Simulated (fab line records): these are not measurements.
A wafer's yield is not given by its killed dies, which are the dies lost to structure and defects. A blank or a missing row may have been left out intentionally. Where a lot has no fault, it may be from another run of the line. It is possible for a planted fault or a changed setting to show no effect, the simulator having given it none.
Which tool is to blame? -- flow sky130 -- 6 lots, 18 wafers sampled, at 3 steps of a route of 708

WHAT THE GAUGES READ, wafer by wafer
SKY_CAP2M_RS_MEAS_03: measures by four-point-probe.
lot,measured,on,CAP2M_TIN_RS (ohm/sq)
L716,day 41 15:35,film metro-02,6.91 6.89 6.91
L719,day 42 13:56,film metro-04,6.89 6.95 6.96
L721,day 43 00:50,film metro-02,6.82 6.82 6.76
L725,day 44 01:55,film metro-03,6.94 6.79 6.89
L729,day 45 01:16,film metro-04,6.84 6.80 6.92
L731,day 45 09:37,film metro-03,6.96 6.83 6.91

TOOL THAT RAN EACH LOT (tool first, then ch and the chambers of the sampled wafers, then the start)
lot,SKY_NWELL_STRIP_14,SKY_METAL4_SPUTTER_00
L716,"plasma asher-01 ch 0,1, day 5 23:43","pvd sputter-04, day 41 15:13"
L719,"plasma asher-01 ch 0,1, day 6 14:45","pvd sputter-04, day 42 13:34"
L721,"plasma asher-02 ch 0,1, day 6 22:45","pvd sputter-03, day 43 00:30"
L725,"plasma asher-01 ch 0,1, day 7 23:57","pvd sputter-02, day 44 01:34"
L729,"plasma asher-03 ch 0,1, day 9 00:40","pvd sputter-02, day 45 00:55"
L731,"plasma asher-03 ch 0,1, day 9 10:55","pvd sputter-04, day 45 09:17"
- SKY_NWELL_STRIP_14: strips in O2/N2.
- SKY_METAL4_SPUTTER_00: material Ti, target thk 15 nm, time 10 s.

THE ANSWER, worked out from the rows above alone
Rule: usual is defined by the lots themselves. The widest of any qualifying gaps counts: lots, ordered by their means at a reading, are off when they make up no more than a third of the lots, leave a main group of 4 or more, and stand apart from it by 3 or more times the standard deviation of that group's means. Not used: any main group whose means are identical at the precision the tables above print for the reading. Also off: a lot with no number at a reading for which 4 or more lots have one. Any other lot the step has rows for is counted as sound.
Nothing can be told from this: no lot is off at any reading shown.

WHAT THE SIMULATOR HAD PUT IN
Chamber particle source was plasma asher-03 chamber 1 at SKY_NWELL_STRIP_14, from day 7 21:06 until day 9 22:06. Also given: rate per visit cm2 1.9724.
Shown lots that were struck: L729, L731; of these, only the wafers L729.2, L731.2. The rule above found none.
